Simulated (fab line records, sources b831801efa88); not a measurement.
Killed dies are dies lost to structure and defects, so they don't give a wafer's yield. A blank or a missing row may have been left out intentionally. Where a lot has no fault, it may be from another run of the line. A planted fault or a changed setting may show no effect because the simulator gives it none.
fab line records | flow sky130 | part 1 of 2: steps 1 to 28 of 39
[record] lots = 5 | wafers = 15 | last_day = 50
route steps=708 shown SONOS_ONO@172 GATE_OXIDE@187 POLY_GATE@204 RES_PROTECT@206
lots with no fault: from the same line, run without faults
start_h: the number of hours between the record's first day and the start of the first shown wafer of the lot | wait_h: how many hours have passed since the lot's step before this one | " as in the row above | L1.1+2: a single row standing in for several wafers | - no value, or no start was given | * or withheld: withheld | < > ~ a bound
route shown NAME@n: names a module that has steps shown in the file, with the first one's number in the route | usual: average and standard deviation across the fault-free wafers | same: alike in all rows | chamber/n: place in a boat | sites: readings site by site | _std_site: the standard deviation of these | _edge_site: the outer-site mean with the inner-site mean subtracted | radius_mm: for every site, how far away it sits from the centre of the wafer | mask NAME#n: copy n | behind: tool/chamber where the wafer was last shaped | hold: the reason the lot was held/the length of the hold in hours/how it ended | device: transistor that didn't switch, given as n, p or np | end of line: at the end of the route, the tests of the same wafers | a step without rows: its recipe alone | killed: dies that structure and defects cost at the first sort, which is not the same as the wafer's yield | map: the dies of a wafer, with x for killed, . for not killed, _ for no die there
set.NAME: the setting as run; set.NAME@STEP: as run at that earlier step | model.NAME: the simulator's own value behind a step, which no gauge read
lots at some steps of the route; a table a step, a row a wafer
services: a tool's chamber out of use, with start hour (start_h, from the record's first day; less than 0 if before it), hours out, and reason
[[steps]]
[step SKY_SONOS_ONO_CVD_04]
[recipe] material = SiO2 | precursor = SiH4/N2O | target_thk_nm = 5.7199 | temp_c = 900 | pressure_mtorr = 400
[usual] zone_power_centre_pct = 17.7/0.67
lot.wafer | tool     | chamber | start_h | wait_h | zone_power_centre_pct
L074.1    | lpcvd-03 | 0       | 257.27  | 0.1    | 17.3
L074.3    | "        | 0       | "       | "      | 17.2
L074.4    | "        | 0       | "       | "      | 17.1
L076.1    | lpcvd-03 | 0       | 267.86  | 0.1    | 16.8
L076.2    | "        | 0       | "       | "      | 17.1
L076.6    | "        | 0       | "       | "      | 17.1
L085.1    | lpcvd-03 | 0       | 345.03  | 0.1    | 17.3
L085.5    | "        | 0       | "       | "      | 17.0
L085.6    | "        | 0       | "       | "      | 16.9
L086.2    | lpcvd-03 | 1       | 350.79  | 0.0    | 18.3
L086.5    | "        | 1       | "       | "      | 18.4
L086.6    | "        | 1       | "       | "      | 18.5
L093.2    | lpcvd-03 | 0       | 397.39  | 0.0    | 17.1
L093.4    | "        | 0       | "       | "      | 17.2
L093.5    | "        | 0       | "       | "      | 17.0
[step SKY_SONOS_ONO_THK_MEAS_05]
[recipe] reads = SiO2_of_SONOS_ONO_CVD_04
[usual] SONOS_ONO_CVD_04_THK = 5.79/0.12
lot.wafer | tool          | chamber | start_h | wait_h | SONOS_ONO_CVD_04_THK[nm]
L074.1    | film_metro-02 | -       | 258.52  | 0.0    | 5.87
L074.3    | "             | -       | "       | "      | 5.80
L074.4    | "             | -       | "       | "      | 5.84
L076.1    | film_metro-02 | -       | 269.11  | 0.0    | 5.86
L076.2    | "             | -       | "       | "      | 6.05
L076.6    | "             | -       | "       | "      | 5.84
L085.1    | film_metro-01 | -       | 346.28  | 0.0    | 5.71
L085.5    | "             | -       | "       | "      | 5.62
L085.6    | "             | -       | "       | "      | 5.72
L086.2    | film_metro-04 | -       | 352.05  | 0.0    | 5.70
L086.5    | "             | -       | "       | "      | 5.69
L086.6    | "             | -       | "       | "      | 5.69
L093.2    | film_metro-01 | -       | 399.27  | 0.0    | 5.77
L093.4    | "             | -       | "       | "      | 5.63
L093.5    | "             | -       | "       | "      | 5.65
[step SKY_SONOS_ONO_DEHYDRATE_06]
[recipe] temp_c = 200 | time_s = 60
[usual] plate_temp_C = 200.00/0.15
lot.wafer | tool           | chamber | start_h | wait_h | plate_temp_C
L074.1    | litho_track-02 | 0       | 269.56  | 11.0   | 200.21
L074.3    | "              | 0       | "       | "      | 200.17
L074.4    | "              | 0       | "       | "      | 200.40
L076.1    | litho_track-04 | 0       | 280.39  | 11.3   | 199.71
L076.2    | "              | 0       | "       | "      | 199.93
L076.6    | "              | 0       | "       | "      | 199.95
L085.1    | litho_track-04 | 0       | 358.94  | 12.7   | 199.96
L085.5    | "              | 0       | "       | "      | 199.78
L085.6    | "              | 0       | "       | "      | 199.84
L086.2    | litho_track-02 | 0       | 364.83  | 12.8   | 200.21
L086.5    | "              | 0       | "       | "      | 199.88
L086.6    | "              | 0       | "       | "      | 200.16
L093.2    | litho_track-01 | 0       | 413.99  | 14.7   | 200.09
L093.4    | "              | 0       | "       | "      | 200.07
L093.5    | "              | 0       | "       | "      | 199.76
[step SKY_SONOS_ONO_HMDS_07]
[recipe] prime_time_s = 60 | prime_temp_c = 120
lot.wafer  | tool           | chamber | start_h | wait_h
L074.1+3+4 | litho_track-02 | 0       | 269.71  | 0.1
L076.1+2+6 | litho_track-04 | 0       | 280.54  | 0.1
L085.1+5+6 | litho_track-04 | 0       | 359.09  | 0.1
L086.2+5+6 | litho_track-02 | 0       | 364.98  | 0.1
L093.2+4+5 | litho_track-01 | 0       | 414.14  | 0.1
[step SKY_SONOS_ONO_COAT_08]
[recipe] resist = NOVOLAK | spin_rpm = 3000 | resist_thk_nm = 1140
[usual] dispense_pressure_kPa = 51.2/1.5
lot.wafer | tool           | chamber | start_h | wait_h | dispense_pressure_kPa
L074.1    | litho_track-02 | 0       | 269.86  | 0.1    | 49.7
L074.3    | "              | 0       | "       | "      | 49.6
L074.4    | "              | 0       | "       | "      | 49.6
L076.1    | litho_track-04 | 0       | 280.69  | 0.1    | 52.7
L076.2    | "              | 0       | "       | "      | 52.8
L076.6    | "              | 0       | "       | "      | 52.7
L085.1    | litho_track-04 | 0       | 359.24  | 0.1    | 52.8
L085.5    | "              | 0       | "       | "      | 52.8
L085.6    | "              | 0       | "       | "      | 52.8
L086.2    | litho_track-02 | 0       | 365.13  | 0.1    | 49.6
L086.5    | "              | 0       | "       | "      | 49.6
L086.6    | "              | 0       | "       | "      | 49.6
L093.2    | litho_track-01 | 0       | 414.29  | 0.1    | 49.9
L093.4    | "              | 0       | "       | "      | 49.9
L093.5    | "              | 0       | "       | "      | 49.9
[step SKY_SONOS_ONO_SOFTBAKE_09]
[recipe] temp_c = 90 | time_s = 60 | resist = NOVOLAK
[usual] plate_temp_C = 90.01/0.12
lot.wafer | tool           | chamber | start_h | wait_h | plate_temp_C
L074.1    | litho_track-02 | 0       | 270.01  | 0.1    | 90.10
L074.3    | "              | 0       | "       | "      | 89.86
L074.4    | "              | 0       | "       | "      | 90.10
L076.1    | litho_track-04 | 0       | 280.84  | 0.1    | 90.23
L076.2    | "              | 0       | "       | "      | 90.03
L076.6    | "              | 0       | "       | "      | 90.15
L085.1    | litho_track-04 | 0       | 359.39  | 0.1    | 90.06
L085.5    | "              | 0       | "       | "      | 89.90
L085.6    | "              | 0       | "       | "      | 90.07
L086.2    | litho_track-02 | 0       | 365.28  | 0.1    | 90.30
L086.5    | "              | 0       | "       | "      | 90.22
L086.6    | "              | 0       | "       | "      | 89.83
L093.2    | litho_track-01 | 0       | 414.44  | 0.1    | 89.88
L093.4    | "              | 0       | "       | "      | 89.97
L093.5    | "              | 0       | "       | "      | 89.95
[step SKY_SONOS_ONO_EXPOSE_10]
[recipe] mask_id = ONOM | target_cd_nm = 410 | na = 0.6 | source_shape = conventional | sigma_outer = 0.6 | dose_mj = 150
[usual] exposure_dose_mJ_cm2 = 149.94/0.13
lot.wafer | tool             | chamber | start_h | wait_h | mask   | exposure_dose_mJ_cm2
L074.1    | iline_stepper-02 | 0       | -       | -      | ONOM#0 | 150.12
L074.3    | "                | 0       | "       | "      | ONOM#0 | 149.76
L074.4    | "                | 0       | "       | "      | ONOM#0 | 149.91
L076.1    | iline_stepper-02 | 0       | -       | -      | ONOM#0 | 149.84
L076.2    | "                | 0       | "       | "      | ONOM#0 | 149.88
L076.6    | "                | 0       | "       | "      | ONOM#0 | 150.01
L085.1    | iline_stepper-01 | 0       | -       | -      | ONOM#0 | 149.87
L085.5    | "                | 0       | "       | "      | ONOM#0 | 150.11
L085.6    | "                | 0       | "       | "      | ONOM#0 | 150.06
L086.2    | iline_stepper-02 | 0       | -       | -      | ONOM#0 | 150.14
L086.5    | "                | 0       | "       | "      | ONOM#0 | 149.79
L086.6    | "                | 0       | "       | "      | ONOM#0 | 149.99
L093.2    | iline_stepper-02 | 0       | -       | -      | ONOM#0 | 149.84
L093.4    | "                | 0       | "       | "      | ONOM#0 | 150.06
L093.5    | "                | 0       | "       | "      | ONOM#0 | 150.03
[step SKY_SONOS_ONO_PEB_11]
[recipe] temp_c = withheld | time_s = * | resist = NOVOLAK
lot.wafer  | tool           | chamber | start_h | wait_h
L074.1+3+4 | litho_track-01 | 0       | -       | -
L076.1+2+6 | litho_track-04 | 0       | -       | -
L085.1+5+6 | litho_track-01 | 0       | -       | -
L086.2+5+6 | litho_track-02 | 0       | -       | -
L093.2+4+5 | litho_track-04 | 0       | -       | -
[step SKY_SONOS_ONO_DEVELOP_12]
[recipe] develop_time_s = 60 | dev_temp_c = 23
lot.wafer  | tool           | chamber | start_h | wait_h
L074.1+3+4 | litho_track-01 | 0       | 281.77  | 0.1
L076.1+2+6 | litho_track-04 | 0       | 292.44  | 0.1
L085.1+5+6 | litho_track-01 | 0       | 373.47  | 0.1
L086.2+5+6 | litho_track-02 | 0       | 379.83  | 0.1
L093.2+4+5 | litho_track-04 | 0       | 428.52  | 0.1
[step SKY_SONOS_ONO_CD_MEAS_13]
[recipe] target_cd_nm = 410
[usual] cd_nm = 409.2/2.4
lot.wafer | tool      | chamber | start_h | wait_h | cd_nm
L074.1    | cd_sem-02 | -       | 281.93  | 0.1    | 411.0
L074.3    | "         | -       | "       | "      | 407.3
L074.4    | "         | -       | "       | "      | 408.7
L076.1    | cd_sem-01 | -       | 292.59  | 0.1    | 409.2
L076.2    | "         | -       | "       | "      | 410.8
L076.6    | "         | -       | "       | "      | 411.5
L085.1    | cd_sem-02 | -       | 373.62  | 0.1    | 408.6
L085.5    | "         | -       | "       | "      | 408.2
L085.6    | "         | -       | "       | "      | 407.1
L086.2    | cd_sem-01 | -       | 379.98  | 0.1    | 411.7
L086.5    | "         | -       | "       | "      | 411.1
L086.6    | "         | -       | "       | "      | 411.5
L093.2    | cd_sem-02 | -       | 428.66  | 0.1    | 408.5
L093.4    | "         | -       | "       | "      | 409.1
L093.5    | "         | -       | "       | "      | 409.7
[step SKY_SONOS_ONO_OVL_MEAS_14]
[usual] SONOS_ONO_OVL = -0.4/1.3
lot.wafer | tool       | chamber | start_h | wait_h | SONOS_ONO_OVL[nm]
L074.1    | overlay-02 | -       | 282.05  | 0.1    | -1.2
L074.3    | "          | -       | "       | "      | -0.7
L074.4    | "          | -       | "       | "      | -1.0
L076.1    | overlay-02 | -       | 292.72  | 0.1    | -0.3
L076.2    | "          | -       | "       | "      | 2.4
L076.6    | "          | -       | "       | "      | 1.2
L085.1    | overlay-01 | -       | 373.74  | 0.1    | 0.9
L085.5    | "          | -       | "       | "      | 0.9
L085.6    | "          | -       | "       | "      | 1.5
L086.2    | overlay-01 | -       | 380.09  | 0.1    | -1.1
L086.5    | "          | -       | "       | "      | -0.8
L086.6    | "          | -       | "       | "      | -2.4
L093.2    | overlay-02 | -       | 428.77  | 0.1    | -1.0
L093.4    | "          | -       | "       | "      | -1.8
L093.5    | "          | -       | "       | "      | 1.3
[step SKY_SONOS_ONO_ETCH_15]
[recipe] target_depth_nm = 19.52 | chemistry = CHF3/O2 | source_w = 600 | bias_w = 200 | pressure_mtorr = 40 | chf3_flow_sccm = 50 | O2_flow_sccm = 5 | time_s = 7.8
[usual] chf3_flow_sccm = 50.01/0.17 | drypump_motor_current_A = 5.6/0.53 | oes_product_au = 1.003/0.0079 | throttle_valve_pct = 8.825/0.0095
lot.wafer | tool        | chamber | start_h | wait_h | chf3_flow_sccm | drypump_motor_current_A | oes_product_au | rf_hours_counter_h | throttle_valve_pct
L074.1    | rie_diel-03 | 3       | 282.09  | 0.0    | 49.87          | 5.8                     | 0.991          | 13                 | 8.830
L074.3    | "           | 2       | "       | "      | 50.08          | 5.5                     | 0.991          | 98                 | 8.828
L074.4    | "           | 1       | "       | "      | 49.98          | 6.1                     | 0.996          | 0                  | 8.828
L076.1    | rie_diel-03 | 2       | 292.75  | 0.0    | 49.86          | 5.6                     | 0.996          | 98                 | 8.830
L076.2    | "           | 0       | "       | "      | 50.04          | 5.1                     | 1.011          | 90                 | 8.844
L076.6    | "           | 1       | "       | "      | 50.31          | 6.2                     | 1.009          | -                  | 8.810
L085.1    | rie_diel-04 | 2       | 373.77  | 0.0    | 50.06          | 5.4                     | 1.002          | 42                 | 8.824
L085.5    | "           | 1       | "       | "      | 50.18          | 5.1                     | 0.995          | -                  | 8.815
L085.6    | "           | 2       | "       | "      | 49.85          | 5.5                     | 0.992          | -                  | 8.822
L086.2    | rie_diel-01 | 1       | 380.12  | 0.0    | 50.12          | 6.5                     | 0.992          | 97                 | 8.822
L086.5    | "           | 2       | "       | "      | 49.76          | 5.9                     | 0.989          | -                  | 8.817
L086.6    | "           | 1       | "       | "      | 49.86          | 6.5                     | 1.008          | -                  | 8.817
L093.2    | rie_diel-01 | 2       | 428.80  | 0.0    | 49.92          | 5.9                     | 1.002          | 3                  | 8.815
L093.4    | "           | 0       | "       | "      | 49.75          | 5.0                     | 0.989          | 9                  | 8.823
L093.5    | "           | 3       | "       | "      | 49.88          | 5.7                     | 1.005          | -                  | 8.816
[step SKY_SONOS_ONO_WET_ETCH_16]
[recipe] chemistry = dHF | target_depth_nm = 14 | dry = n2_spin | target = SiO2 | dilution = 100:1 | temp_c = 25 | time_s = 280
lot.wafer  | tool         | chamber | start_h | wait_h
L074.1+3+4 | wet_bench-01 | 1       | 282.11  | 0.0
L076.1+2+6 | wet_bench-01 | 2       | 292.77  | 0.0
L085.1+5+6 | wet_bench-04 | 3       | 373.79  | 0.0
L086.2+5+6 | wet_bench-03 | 2       | 380.14  | 0.0
L093.2+4+5 | wet_bench-04 | 3       | 428.82  | 0.0
[step SKY_SONOS_ONO_STRIP_17]
[recipe] chemistry = O2/N2 | power_w = 1400 | pressure_mtorr = 1500 | platen_temp_c = withheld | o2_flow_sccm = 3000 | n2_flow_sccm = 300 | overash_fraction = 0.5
[usual] drypump_motor_current_A = 5.6/0.48 | oes_product_au = 0.710/0.0046 | strip_time_to_endpoint_s = 14.09/0.053
[same] overash_fraction = 0.5
lot.wafer | tool            | chamber | start_h | wait_h | drypump_motor_current_A | oes_product_au | rf_hours_counter_h | strip_time_to_endpoint_s
L074.1    | plasma_asher-01 | 0       | 282.19  | 0.0    | 6.6                     | 0.710          | 48                 | 14.16
L074.3    | "               | 1       | "       | "      | 5.3                     | 0.717          | -                  | 14.20
L074.4    | "               | 0       | "       | "      | 6.6                     | 0.710          | -                  | 14.18
L076.1    | plasma_asher-01 | 0       | 292.95  | 0.0    | 6.6                     | 0.707          | 50                 | 14.00
L076.2    | "               | 1       | "       | "      | 5.3                     | 0.706          | 50                 | 14.02
L076.6    | "               | 1       | "       | "      | 5.3                     | 0.708          | -                  | 14.03
L085.1    | plasma_asher-01 | 1       | 373.88  | 0.0    | 5.3                     | 0.712          | 57                 | 14.11
L085.5    | "               | 0       | "       | "      | 6.5                     | 0.708          | -                  | 14.09
L085.6    | "               | 1       | "       | "      | 5.3                     | 0.713          | -                  | 14.08
L086.2    | plasma_asher-03 | 1       | 380.22  | 0.0    | 5.4                     | 0.705          | 27                 | 14.12
L086.5    | "               | 0       | "       | "      | 5.2                     | 0.706          | -                  | 14.16
L086.6    | "               | 1       | "       | "      | 5.4                     | 0.714          | -                  | 14.12
L093.2    | plasma_asher-03 | 1       | 428.91  | 0.0    | 5.4                     | 0.704          | 32                 | 14.09
L093.4    | "               | 0       | "       | "      | 5.2                     | 0.701          | -                  | 14.09
L093.5    | "               | 1       | "       | "      | 5.4                     | 0.705          | -                  | 14.11
[step SKY_SONOS_ONO_WET_ETCH_18]
[recipe] chemistry = H3PO4 | target_depth_nm = 15 | target = Si3N4 | temp_c = 160 | time_s = 172
lot.wafer  | tool         | chamber | start_h | wait_h
L074.1+3+4 | wet_bench-04 | 2       | 282.29  | 0.1
L076.1+2+6 | wet_bench-03 | 0       | 293.05  | 0.1
L085.1+5+6 | wet_bench-03 | 2       | 373.98  | 0.1
L086.2+5+6 | wet_bench-04 | 2       | 380.32  | 0.1
L093.2+4+5 | wet_bench-04 | 3       | 429.01  | 0.1
[step SKY_GATE_OXIDE_CLEAN_00]
[recipe] chemistry = SC1/SC2 | mix = 1:4:20 | temp_c = 70 | time_s = 150 | dry = n2_spin
lot.wafer  | tool         | chamber | start_h | wait_h
L074.1+3+4 | wet_bench-03 | 3       | 282.35  | 0.0
L076.1+2+6 | wet_bench-01 | 1       | 293.10  | 0.0
L085.1+5+6 | wet_bench-04 | 3       | 374.04  | 0.0
L086.2+5+6 | wet_bench-03 | 0       | 380.38  | 0.0
L093.2+4+5 | wet_bench-03 | 3       | 429.06  | 0.0
[step SKY_GATE_OXIDE_OXIDATION_01]
[recipe] temp_c = 900 | ambient = O2 | stabilise_s = 600 | purge_s = 300 | target_thk_a = 102.68 | ox_time_s = 1473
[usual] zone_power_centre_pct = 19/3.4
lot.wafer | tool       | chamber | start_h | wait_h | zone_power_centre_pct
L074.1    | furnace-01 | 0       | 284.86  | 2.5    | 14
L074.3    | "          | 0       | "       | "      | 14
L074.4    | "          | 0       | "       | "      | 14
L076.1    | furnace-01 | 0       | 293.20  | 0.0    | 14
L076.2    | "          | 0       | "       | "      | 15
L076.6    | "          | 0       | "       | "      | 14
L085.1    | furnace-01 | 0       | 375.39  | 1.3    | 15
L085.5    | "          | 0       | "       | "      | 14
L085.6    | "          | 0       | "       | "      | 14
L086.2    | furnace-02 | 0       | 381.49  | 1.1    | 21
L086.5    | "          | 0       | "       | "      | 21
L086.6    | "          | 0       | "       | "      | 21
L093.2    | furnace-02 | 0       | 433.79  | 4.7    | 22
L093.4    | "          | 0       | "       | "      | 21
L093.5    | "          | 0       | "       | "      | 21
[step SKY_GATE_OXIDE_THK_MEAS_02]
[recipe] reads = SiO2_of_GATE_OXIDE_OXIDATION_01
[usual] GATE_OXIDE_OXIDATION_00_THK = 10.25/0.23
lot.wafer | tool          | chamber | start_h | wait_h | GATE_OXIDE_OXIDATION_00_THK[nm]
L074.1    | film_metro-04 | -       | 286.27  | 0.0    | 9.82
L074.3    | "             | -       | "       | "      | 9.79
L074.4    | "             | -       | "       | "      | 9.92
L076.1    | film_metro-03 | -       | 294.61  | 0.0    | 10.01
L076.2    | "             | -       | "       | "      | 9.96
L076.6    | "             | -       | "       | "      | 9.87
L085.1    | film_metro-04 | -       | 376.80  | 0.0    | 9.84
L085.5    | "             | -       | "       | "      | 9.93
L085.6    | "             | -       | "       | "      | 9.64
L086.2    | film_metro-04 | -       | 382.91  | 0.0    | 10.07
L086.5    | "             | -       | "       | "      | 10.18
L086.6    | "             | -       | "       | "      | 10.19
L093.2    | film_metro-01 | -       | 435.21  | 0.0    | 10.56
L093.4    | "             | -       | "       | "      | 10.70
L093.5    | "             | -       | "       | "      | 10.54
[step SKY_GATE_OXIDE_DEHYDRATE_03]
[recipe] temp_c = 200 | time_s = 60
[usual] plate_temp_C = 200.03/0.16
lot.wafer | tool           | chamber | start_h | wait_h | plate_temp_C
L074.1    | litho_track-02 | 0       | 298.01  | 11.7   | 200.14
L074.3    | "              | 0       | "       | "      | 199.97
L074.4    | "              | 0       | "       | "      | 200.06
L076.1    | litho_track-03 | 0       | 306.52  | 11.9   | 199.76
L076.2    | "              | 0       | "       | "      | 199.87
L076.6    | "              | 0       | "       | "      | 199.93
L085.1    | litho_track-02 | 0       | 389.76  | 12.9   | 199.99
L085.5    | "              | 0       | "       | "      | 199.94
L085.6    | "              | 0       | "       | "      | 200.06
L086.2    | litho_track-03 | 0       | 396.75  | 13.8   | 200.36
L086.5    | "              | 0       | "       | "      | 200.16
L086.6    | "              | 0       | "       | "      | 199.95
L093.2    | litho_track-04 | 0       | 449.52  | 14.3   | 200.40
L093.4    | "              | 0       | "       | "      | 200.17
L093.5    | "              | 0       | "       | "      | 200.14
[step SKY_GATE_OXIDE_HMDS_04]
[recipe] prime_time_s = 60 | prime_temp_c = 120
lot.wafer  | tool           | chamber | start_h | wait_h
L074.1+3+4 | litho_track-02 | 0       | 298.16  | 0.1
L076.1+2+6 | litho_track-03 | 0       | 306.67  | 0.1
L085.1+5+6 | litho_track-02 | 0       | 389.91  | 0.1
L086.2+5+6 | litho_track-03 | 0       | 396.90  | 0.1
L093.2+4+5 | litho_track-04 | 0       | 449.67  | 0.1
[step SKY_GATE_OXIDE_COAT_05]
[recipe] resist = NOVOLAK | spin_rpm = 3000 | resist_thk_nm = 1140
[usual] dispense_pressure_kPa = 51.2/1.5
lot.wafer | tool           | chamber | start_h | wait_h | dispense_pressure_kPa
L074.1    | litho_track-02 | 0       | 298.31  | 0.1    | 49.6
L074.3    | "              | 0       | "       | "      | 49.6
L074.4    | "              | 0       | "       | "      | 49.6
L076.1    | litho_track-03 | 0       | 306.82  | 0.1    | 52.0
L076.2    | "              | 0       | "       | "      | 52.0
L076.6    | "              | 0       | "       | "      | 52.0
L085.1    | litho_track-02 | 0       | 390.06  | 0.1    | 49.6
L085.5    | "              | 0       | "       | "      | 49.6
L085.6    | "              | 0       | "       | "      | 49.6
L086.2    | litho_track-03 | 0       | 397.05  | 0.1    | 52.1
L086.5    | "              | 0       | "       | "      | 52.1
L086.6    | "              | 0       | "       | "      | 52.1
L093.2    | litho_track-04 | 0       | 449.82  | 0.1    | 52.8
L093.4    | "              | 0       | "       | "      | 52.8
L093.5    | "              | 0       | "       | "      | 52.8
[step SKY_GATE_OXIDE_SOFTBAKE_06]
[recipe] temp_c = 90 | time_s = 60 | resist = NOVOLAK
[usual] plate_temp_C = 90.01/0.13
lot.wafer | tool           | chamber | start_h | wait_h | plate_temp_C
L074.1    | litho_track-02 | 0       | 298.46  | 0.1    | 90.19
L074.3    | "              | 0       | "       | "      | 90.03
L074.4    | "              | 0       | "       | "      | 90.31
L076.1    | litho_track-03 | 0       | 306.97  | 0.1    | 89.96
L076.2    | "              | 0       | "       | "      | 89.97
L076.6    | "              | 0       | "       | "      | 89.85
L085.1    | litho_track-02 | 0       | 390.21  | 0.1    | 89.78
L085.5    | "              | 0       | "       | "      | 89.92
L085.6    | "              | 0       | "       | "      | 89.79
L086.2    | litho_track-03 | 0       | 397.20  | 0.1    | 90.01
L086.5    | "              | 0       | "       | "      | 90.07
L086.6    | "              | 0       | "       | "      | 90.06
L093.2    | litho_track-04 | 0       | 449.97  | 0.1    | 89.73
L093.4    | "              | 0       | "       | "      | 89.93
L093.5    | "              | 0       | "       | "      | 89.96
[step SKY_GATE_OXIDE_EXPOSE_07]
[recipe] mask_id = LVOM | na = 0.6 | source_shape = conventional | sigma_outer = 0.6 | polarization = unpolarized | target_cd_nm = 600 | dose_mj = 170
[usual] exposure_dose_mJ_cm2 = 170.02/0.19
lot.wafer | tool             | chamber | start_h | wait_h | mask   | exposure_dose_mJ_cm2
L074.1    | iline_stepper-02 | 0       | -       | -      | LVOM#0 | 170.39
L074.3    | "                | 0       | "       | "      | LVOM#0 | 170.10
L074.4    | "                | 0       | "       | "      | LVOM#0 | 170.39
L076.1    | iline_stepper-01 | 0       | -       | -      | LVOM#0 | 170.25
L076.2    | "                | 0       | "       | "      | LVOM#0 | 169.90
L076.6    | "                | 0       | "       | "      | LVOM#0 | 170.18
L085.1    | iline_stepper-01 | 0       | -       | -      | LVOM#0 | 170.03
L085.5    | "                | 0       | "       | "      | LVOM#0 | 169.83
L085.6    | "                | 0       | "       | "      | LVOM#0 | 169.74
L086.2    | iline_stepper-01 | 0       | -       | -      | LVOM#0 | 170.27
L086.5    | "                | 0       | "       | "      | LVOM#0 | 170.30
L086.6    | "                | 0       | "       | "      | LVOM#0 | 170.27
L093.2    | iline_stepper-01 | 0       | -       | -      | LVOM#0 | 169.96
L093.4    | "                | 0       | "       | "      | LVOM#0 | 169.97
L093.5    | "                | 0       | "       | "      | LVOM#0 | 169.86
[step SKY_GATE_OXIDE_PEB_08]
[recipe] temp_c = withheld | time_s = * | resist = NOVOLAK
lot.wafer  | tool           | chamber | start_h | wait_h
L074.1+3+4 | litho_track-03 | 0       | -       | -
L076.1+2+6 | litho_track-04 | 0       | -       | -
L085.1+5+6 | litho_track-02 | 0       | -       | -
L086.2+5+6 | litho_track-02 | 0       | -       | -
L093.2+4+5 | litho_track-04 | 0       | -       | -
[step SKY_GATE_OXIDE_DEVELOP_09]
[recipe] resist = NOVOLAK | developer = TMAH | develop_time_s = 60 | dev_temp_c = 23
lot.wafer  | tool           | chamber | start_h | wait_h
L074.1+3+4 | litho_track-03 | 0       | 311.02  | 0.1
L076.1+2+6 | litho_track-04 | 0       | 320.09  | 0.1
L085.1+5+6 | litho_track-02 | 0       | 405.36  | 0.1
L086.2+5+6 | litho_track-02 | 0       | 412.58  | 0.1
L093.2+4+5 | litho_track-04 | 0       | 465.32  | 0.1
[step SKY_GATE_OXIDE_OVL_MEAS_10]
[usual] GATE_OXIDE_OVL = -0.3/1.3
lot.wafer | tool       | chamber | start_h | wait_h | GATE_OXIDE_OVL[nm]
L074.1    | overlay-02 | -       | 311.17  | 0.1    | -1.1
L074.3    | "          | -       | "       | "      | -1.6
L074.4    | "          | -       | "       | "      | -1.0
L076.1    | overlay-02 | -       | 320.24  | 0.1    | -1.8
L076.2    | "          | -       | "       | "      | 0.4
L076.6    | "          | -       | "       | "      | -1.0
L085.1    | overlay-02 | -       | 405.51  | 0.1    | 2.1
L085.5    | "          | -       | "       | "      | -0.9
L085.6    | "          | -       | "       | "      | -0.7
L086.2    | overlay-02 | -       | 412.72  | 0.1    | 0.0
L086.5    | "          | -       | "       | "      | 2.0
L086.6    | "          | -       | "       | "      | 1.0
L093.2    | overlay-01 | -       | 465.45  | 0.1    | -1.3
L093.4    | "          | -       | "       | "      | -2.0
L093.5    | "          | -       | "       | "      | 0.2
[step SKY_GATE_OXIDE_IMPLANT_11]
[recipe] species = B | energy_kev = 10 | dose_cm2 = 2.546e+12 | tilt_deg = withheld
lot.wafer  | tool         | chamber | start_h | wait_h
L074.1+3+4 | implanter-02 | 0       | 311.21  | 0.0
L076.1+2+6 | implanter-02 | 0       | 320.28  | 0.0
L085.1+5+6 | implanter-02 | 0       | 405.55  | 0.0
L086.2+5+6 | implanter-02 | 0       | 412.77  | 0.0
L093.2+4+5 | implanter-03 | 0       | 465.50  | 0.0
[step SKY_GATE_OXIDE_WET_ETCH_12]
[recipe] chemistry = dHF | target_depth_nm = 16.8 | dry = n2_spin | target = SiO2 | dilution = 100:1 | temp_c = 25 | time_s = 336
lot.wafer  | tool         | chamber | start_h | wait_h
L074.1+3+4 | wet_bench-04 | 3       | 311.36  | 0.1
L076.1+2+6 | wet_bench-01 | 2       | 320.43  | 0.1
L085.1+5+6 | wet_bench-03 | 3       | 405.70  | 0.1
L086.2+5+6 | wet_bench-04 | 0       | 412.90  | 0.1
L093.2+4+5 | wet_bench-04 | 2       | 465.63  | 0.1
